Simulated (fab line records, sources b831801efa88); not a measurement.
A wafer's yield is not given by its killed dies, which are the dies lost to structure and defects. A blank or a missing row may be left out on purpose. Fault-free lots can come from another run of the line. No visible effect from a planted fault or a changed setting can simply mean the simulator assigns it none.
One fault seen from 2 desks :: flow sky130 :: each desk has only its own numbers; what lay behind them comes last

## AT THE TOOL OWNER'S DESK: hdpcvd-01
The tool's own readings at SKY_VIA4_HDPCVD_00 (deposits SiO2, target thk 1750 nm, time 291.7 s): means of the sampled wafers that have a number, for each lot that ran on this tool. The brackets show how far a lot's mean lies from the usual mean; more than 4 standard deviations puts the lot out of limits, marked OUT.
Columns: A = sih4 flow sccm at SKY_VIA4_HDPCVD_00, usual 60.01 sccm
lot: L367
first seen here: day 42 11:13
A: 59.94

lot: L368
first seen here: day 42 15:58
A: 59.95

lot: L377
first seen here: day 45 02:52
A: 59.89

lot: L378
first seen here: day 45 08:04
A: 60.07

lot: L389
first seen here: day 48 10:37
A: 60.01
Finding of this desk: none of the 5 lots has anything out of limits.

## AT THE METROLOGY DESK
Lot by lot, what the gauges showed, no matter which tool ran the lot: averages of those sampled wafers that carry a number. The brackets show how far a lot's mean lies from the usual mean; more than 4 standard deviations puts the lot out of limits, marked OUT.
Columns: A = CAP2M_TIN_RS at SKY_CAP2M_RS_MEAS_03, usual 6.94 ohm/sq; B = CAP2M_OVL at SKY_CAP2M_OVL_MEAS_12, usual 0.7 nm; C = VIA4_HDPCVD_THK at SKY_VIA4_THK_MEAS_01, usual 1741 nm; D = VIA4_BOW at SKY_VIA4_BOW_MEAS_03, usual 79 um
lot: L367
first seen here: day 40 09:47
A: 7.02
B: 1.9
C: 1727
D: 76

lot: L368
first seen here: day 40 13:42
A: 7.02
B: 2.6
C: 1748
D: 95

lot: L369
first seen here: day 40 16:05
A: 6.88
B: 0.8
C: 1764
D: 65

lot: L370
first seen here: day 40 20:14
A: 6.89
B: 1.8
C: 1768
D: 78

lot: L371
first seen here: day 41 07:47
A: 6.93
B: -1.1
C: 1745
D: 67

lot: L377
first seen here: day 43 04:02
A: 6.97
B: 3.1
C: 534 (-60) OUT
D: 70

lot: L378
first seen here: day 43 09:58
A: 6.95
B: -0.9
C: 499 (-62) OUT
D: 86

lot: L380
first seen here: day 43 23:44
A: 6.99
B: -0.2
C: 1750
D: 90

lot: L381
first seen here: day 44 00:53
A: 7.04
B: -0.5
C: 1749
D: 77

lot: L385
first seen here: day 44 23:02
A: 6.96
B: -1.1
C: 1750
D: 76

lot: L390
first seen here: day 46 12:04
A: 6.97
B: 1.4
C: 1752
D: 76

lot: L389
first seen here: day 46 17:04
A: 6.97
B: 1.8
C: 1705
D: 68
Finding of this desk: L377, L378 out of limits, first seen on L377 at day 45 03:08 (VIA4_HDPCVD_THK at SKY_VIA4_THK_MEAS_01). L367, L368, L369, L370, L371, L380, L381, L385, L390, L389 stayed within limits.

## BROUGHT TOGETHER
L377, L378 would have let the metrology desk raise an alarm at day 45 03:08.
The desk of the tool owner found nothing out of limits.
On record at the tool owner's desk: L377, L378, within its limits.
Every lot named ran SKY_VIA4_HDPCVD_00 on hdpcvd-01.

## WHAT THE SIMULATOR HAD PUT IN
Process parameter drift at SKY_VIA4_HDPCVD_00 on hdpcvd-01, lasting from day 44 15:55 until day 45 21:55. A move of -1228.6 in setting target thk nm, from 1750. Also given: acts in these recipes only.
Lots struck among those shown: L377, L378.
Delay in hours, fault start to first out-of-limits reading, per desk: metrology desk 11.
